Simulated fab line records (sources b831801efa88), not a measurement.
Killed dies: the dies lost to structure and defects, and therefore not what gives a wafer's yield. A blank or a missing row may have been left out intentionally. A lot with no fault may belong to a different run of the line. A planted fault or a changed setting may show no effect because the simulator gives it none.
The tool behind it: which one? | flow sky130 | 12 lots with 36 wafers sampled at 6 steps, on a route of 708 steps

== WHAT THE GAUGES READ, wafer by wafer ==
SKY_NWELL_THK_MEAS_02. Usual: NWELL_OXIDATION_THK 9.92 nm, standard deviation 0.2.
lot  | measured    | on           | NWELL_OXIDATION_THK (nm) | flag
L426 | day 2 17:45 | filmMetro-01 | 9.78 9.86 9.78           | 
L427 | day 2 22:16 | filmMetro-01 | 9.85 9.90 10.01          | 
L428 | day 3 02:04 | filmMetro-04 | 10.02 10.03 9.89         | 
L429 | day 3 05:14 | filmMetro-02 | 10.07 10.02 9.87         | 
L431 | day 3 20:58 | filmMetro-04 | 10.24 10.34 10.23        | 
L432 | day 3 23:13 | filmMetro-01 | 10.16 10.17 10.15        | 
L433 | day 4 03:18 | filmMetro-04 | 10.19 10.06 10.03        | 
L437 | day 4 19:40 | filmMetro-02 | 10.24 10.29 10.28        | 
L438 | day 5 02:06 | filmMetro-04 | 9.94 9.99 9.86           | 
L439 | day 5 11:21 | filmMetro-02 | 10.19 10.12 10.14        | 
L447 | day 7 12:36 | filmMetro-02 | 9.69 9.70 9.67           | 
L449 | day 8 03:43 | filmMetro-01 | 9.70 9.74 9.66           | 

SKY_DNWELL_TW_MEAS_09. Usual: DNWELL_TW 1118, standard deviation 6.4.
lot  | measured    | on           | DNWELL_TW      | flag
L426 | day 3 09:35 | filmMetro-04 | 1121 1122 1122 | 
L427 | day 3 14:23 | filmMetro-01 | 1118 1116 1119 | 
L428 | day 3 18:16 | filmMetro-02 | 1117 1117 1118 | 
L429 | day 3 21:41 | filmMetro-04 | 1119 1120 1120 | 
L431 | day 4 13:26 | filmMetro-04 | 1112 1115 1104 | 
L432 | day 4 16:23 | filmMetro-01 | 1120 1114 1118 | 
L433 | day 4 20:27 | filmMetro-04 | 1108 1113 1117 | 
L437 | day 5 13:56 | filmMetro-02 | 1114 1116 1113 | 
L438 | day 5 20:32 | filmMetro-01 | 1116 1116 1116 | 
L439 | day 6 05:24 | filmMetro-02 | 1120 1127 1118 | 
L447 | day 8 08:10 | filmMetro-01 | 1122 1119 1124 | 
L449 | day 8 22:42 | filmMetro-02 | 1124 1127 1117 | 

SKY_NWELL_TW_MEAS_15. Usual: NWELL_TW 1830, standard deviation 11.
lot  | measured     | on           | NWELL_TW                      | flag
L426 | day 4 19:52  | filmMetro-01 | 1840 1823 1826                | 
L427 | day 5 00:33  | filmMetro-01 | 1823 1823 1818                | 
L428 | day 5 05:08  | filmMetro-02 | 1833 1827 1819                | 
L429 | day 5 08:19  | filmMetro-01 | 1830 1825 1830                | 
L431 | day 6 01:08  | filmMetro-01 | 1816 1807 1818                | 
L432 | day 6 05:40  | filmMetro-01 | 1819 1819 1812                | 
L433 | day 6 10:22  | filmMetro-01 | 1813 1816 1826                | 
L437 | day 7 04:02  | filmMetro-02 | 1702 1698 1709 1707 1706 1707 | OFF
L438 | day 7 11:15  | filmMetro-01 | 1854 1845 1840                | 
L439 | day 7 19:47  | filmMetro-01 | 1700 1705 1693 1697 1709 1695 | OFF
L447 | day 10 06:11 | filmMetro-04 | 1829 1816 1817                | 
L449 | day 10 14:19 | filmMetro-02 | 1846 1838 1848                | 

SKY_NWELL_RS_MEAS_29: uses a four-point probe to measure. Usual: NWELL_RS 625.0 ohm/sq, standard deviation 1.9.
lot  | measured     | on           | NWELL_RS (ohm/sq)                   | flag
L426 | day 5 14:14  | filmMetro-02 | 624.4 625.5 626.6                   | 
L427 | day 5 19:13  | filmMetro-02 | 626.4 625.7 625.6                   | 
L428 | day 5 23:20  | filmMetro-02 | 627.2 627.0 629.8                   | 
L429 | day 6 02:29  | filmMetro-04 | 622.9 624.1 622.6                   | 
L431 | day 6 20:38  | filmMetro-04 | 623.3 624.1 627.4                   | 
L432 | day 7 00:45  | filmMetro-04 | 623.9 623.9 625.2                   | 
L433 | day 7 05:44  | filmMetro-01 | 626.1 626.6 624.3                   | 
L437 | day 7 23:53  | filmMetro-04 | 718.9 719.5 719.5 718.0 718.7 718.3 | OFF
L438 | day 8 06:55  | filmMetro-01 | 623.1 623.2 624.0                   | 
L439 | day 8 15:13  | filmMetro-02 | 717.2 718.1 719.2 716.7 719.1 719.4 | OFF
L447 | day 11 05:56 | filmMetro-04 | 623.6 623.6 623.8                   | 
L449 | day 11 13:20 | filmMetro-01 | 625.1 624.4 626.3                   | 

== WHICH TOOL RAN EACH LOT (tool, then ch and the chambers of the sampled wafers, then the start) ==
lot  | SKY_NWELL_IMPLANT_11            | SKY_NWELL_RTA_28
L426 | implanter-01 ch 0, day 4 19:22  | rtpAnneal-02 ch 0, day 5 14:08
L427 | implanter-01 ch 0, day 5 00:02  | rtpAnneal-01 ch 0, day 5 19:07
L428 | implanter-02 ch 0, day 5 04:35  | rtpAnneal-02 ch 0, day 5 23:14
L429 | implanter-01 ch 0, day 5 07:46  | rtpAnneal-01 ch 0, day 6 02:23
L431 | implanter-04 ch 0, day 6 00:35  | rtpAnneal-02 ch 0, day 6 20:32
L432 | implanter-04 ch 0, day 6 05:07  | rtpAnneal-01 ch 0, day 7 00:39
L433 | implanter-01 ch 0, day 6 09:50  | rtpAnneal-02 ch 0, day 7 05:37
L437 | implanter-01 ch 0, day 7 03:29  | rtpAnneal-01 ch 0, day 7 23:47
L438 | implanter-04 ch 0, day 7 10:44  | rtpAnneal-02 ch 0, day 8 06:49
L439 | implanter-01 ch 0, day 7 19:16  | rtpAnneal-01 ch 0, day 8 15:07
L447 | implanter-02 ch 0, day 10 05:38 | rtpAnneal-02 ch 0, day 11 05:50
L449 | implanter-04 ch 0, day 10 13:46 | rtpAnneal-01 ch 0, day 11 13:14
- SKY_NWELL_IMPLANT_11
- SKY_NWELL_RTA_28: time 30 s.

== WHAT THE TOOLS THEMSELVES READ (means of the sampled wafers that have a number; where no wafer has one, the mark that the record gives instead) ==
SKY_NWELL_IMPLANT_11. Usual: beamEnergyKeV 400.00, standard deviation 0.12; beamOnS 10.01 s, standard deviation 0.21; faradayCurrentUA 107.0, standard deviation 2.2.
lot  | tool         | beamEnergyKeV | beamOnS (s) | faradayCurrentUA | flag
L426 | implanter-01 | 400.01        | 10.05       | 106.7            | 
L427 | implanter-01 | 399.91        | 9.88        | 108.8            | 
L428 | implanter-02 | 399.96        | 9.99        | 107.2            | 
L429 | implanter-01 | 399.84        | 9.88        | 108.4            | 
L431 | implanter-04 | 400.03        | 10.13       | 105.6            | 
L432 | implanter-04 | 400.05        | 10.14       | 105.6            | 
L433 | implanter-01 | 400.00        | 10.17       | 105.5            | 
L437 | implanter-01 | 400.15        | 7.62        | 140.6            | OFF
L438 | implanter-04 | 399.87        | 10.11       | 105.8            | 
L439 | implanter-01 | 399.95        | 7.63        | 140.4            | OFF
L447 | implanter-02 | 400.08        | 9.90        | 108.2            | 
L449 | implanter-04 | 400.18        | 10.05       | 106.8            | 

SKY_NWELL_RTA_28. Usual: lampPowerPct 25.31 %, standard deviation 0.055; wafer_temp_C_max 1054.8, standard deviation 0.87.
lot  | tool         | lampPowerPct (%) | wafer_temp_C_max | flag
L426 | rtpAnneal-02 | 25.30            | 1055.7           | 
L427 | rtpAnneal-01 | 25.29            | 1055.1           | 
L428 | rtpAnneal-02 | 25.34            | 1055.1           | 
L429 | rtpAnneal-01 | 25.33            | 1054.2           | 
L431 | rtpAnneal-02 | 25.30            | 1054.5           | 
L432 | rtpAnneal-01 | 25.30            | 1055.1           | 
L433 | rtpAnneal-02 | 25.37            | 1054.6           | 
L437 | rtpAnneal-01 | 25.30            | 1054.3           | 
L438 | rtpAnneal-02 | 25.28            | 1054.7           | 
L439 | rtpAnneal-01 | 25.32            | 1054.6           | 
L447 | rtpAnneal-02 | 25.28            | 1054.3           | 
L449 | rtpAnneal-01 | 25.25            | 1056.0           | 

== THE ANSWER, worked out from the rows above alone ==
Rule: a lot is off if the mean of its wafers that have a number lies more than 3 standard deviations from the usual mean. A lot without any number at a reading at which 4 lots or more have one is off too. Where the step has rows for the other lots, those lots are counted as sound. Order of review: gauges by route order, followed by the tools' own readings, for which a lot's mean as printed above is used. At the first step where some lot is off, the reading lying furthest off is the one used; lots without a number count as furthest.
Off: L437, L439, seen at SKY_NWELL_TW_MEAS_15 (NWELL_TW).
If a tool, at a process step before that reading, ran all the lots that are off and no sound lot after the first of them, it fits. Not tried: the gauges at SKY_NWELL_TW_MEAS_15; whatever is off there is also off at SKY_NWELL_IMPLANT_11, on other tools, and gauge error can't account for it. One fits: implanter-01 at SKY_NWELL_IMPLANT_11. A fault onset in the window from L433 (day 6 09:50, its last sound lot) to L437 (day 7 03:29, its first lot off) fits.
The tool's own readings at SKY_NWELL_IMPLANT_11 bear it out: on the lots that are off they differ by more than 5 times the standard deviation of the sound lots' means. beamOnS reads 7.62 s there against 10.03 s on the sound lots; faradayCurrentUA reads 140.5 there against 106.9 on the sound lots.

== WHAT THE SIMULATOR PUT IN ==
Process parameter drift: implanter-01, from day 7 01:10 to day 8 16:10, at SKY_NWELL_IMPLANT_11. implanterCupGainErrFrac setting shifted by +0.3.
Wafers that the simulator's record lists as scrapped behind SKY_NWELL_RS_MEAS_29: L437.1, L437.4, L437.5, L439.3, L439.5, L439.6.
Struck lots among those shown: L437, L439. The same result came from the rule above.
